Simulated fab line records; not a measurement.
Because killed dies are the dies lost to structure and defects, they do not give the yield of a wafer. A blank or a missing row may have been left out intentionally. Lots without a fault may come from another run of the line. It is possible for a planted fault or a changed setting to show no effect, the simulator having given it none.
Comparing a struck lot with a sound one    flow sky130    14 steps out of a route of 708
Sound: these wafers, L387.1, L387.3, L387.6. Wafers L402.4, L402.5, L402.6 were the ones struck. The cause is named last.
For every step that has rows: the tool of each side, followed by ch and its chambers, followed by its first start. Under that, the readings that differ: sound wafers    struck wafers    difference of the means    sigmas: that difference in standard deviations of wafers without a fault.
alike: readings whose means differ by less than 2 such deviations, and words and numbers that are the same on both sides. not compared: withheld readings, readings that some wafer has no value for, bounds like >300 that may hide the same value, and numbers for which the record gives no deviation and whose values overlap.
The two part at a step that has a row with sigmas, a row that says differs or no value, or rows on one side only. Numbers that don't overlap but have no deviation are shown without sigmas and don't part them. A reading that every wafer of one side lacks parts them only if that side has two wafers or more.

first, 8 steps without rows for these wafers: SKY_VIA1_DEHYDRATE_04 (time 60 s); SKY_VIA1_HMDS_05 (prime time 60 s); SKY_VIA1_COAT_06 (resist thk 60 nm); SKY_VIA1_COAT_07 (resist thk 450 nm); SKY_VIA1_SOFTBAKE_08 (time 90 s); SKY_VIA1_EXPOSE_09 (exposes mask VIM, target cd 150 nm); SKY_VIA1_PEB_10; SKY_VIA1_DEVELOP_11 (develop time 60 s).
SKY_VIA1_CD_MEAS_12: target cd 150 nm.
  sound on cd_sem-02, day 35 01:28; struck on cd_sem-01, day 41 09:30
  alike: cd_nm
SKY_VIA1_OVL_MEAS_13:
  sound on overlay-01, day 35 01:35; struck on overlay-02, day 41 09:35
  alike: VIA1_OVL
SKY_VIA1_ETCH_14: etches BARC in N2/H2, stops on SiO2, time 45.9 s, target depth 60 nm.
  sound on rie_diel-03 ch 0,3, day 35 01:38; struck on rie_diel-03 ch 0,2,3, day 41 09:36
  alike: drypump_motor_current_A, oes_product_au, rf_fwd_power_W, throttle_valve_pct
  not compared: rf_hours_counter_h
SKY_VIA1_ETCH_15: etches SiO2 in C4F8/O2/Ar, stops on TiN, target depth 351 nm, time 54 s.
  sound on rie_diel-03 ch 0,3, day 35 01:40; struck on rie_diel-03 ch 0,2,3, day 41 09:38
  alike: oes_product_au, rf_fwd_power_W
  not compared: rf_hours_counter_h
SKY_VIA1_STRIP_16: strips in O2/N2.
  sound on plasma_asher-01 ch 0,1, day 35 01:43; struck on plasma_asher-02 ch 0,1, day 41 09:43
  no value came back on the struck wafers for chamber_pressure_mTorr (mTorr), drypump_motor_current_A (A), oes_product_au (a.u.), strip_time_to_endpoint_s (s); on the sound wafers chamber_pressure_mTorr (mTorr) reads 1499.7 1500.2 1498.2
reading                                      sound  struck             difference  sigmas
model.KrF-thick_of_VIA1_COAT_07.thk_nm (nm)  0 0 0  319.2 322.5 325.1  +322.3      
  not compared: rf_hours_counter_h
then, 1 step without rows for these wafers: SKY_VIA1_STRIP_17 (strips in post etch residue remover, time 1200 s).

== WHERE THEY PART ==
At SKY_VIA1_STRIP_16 and nowhere else, as far as this record goes.

WHY: whatever the simulator had introduced
Skipped step whole: plasma_asher-02, from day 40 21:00 on, at SKY_VIA1_STRIP_16. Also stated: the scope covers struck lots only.
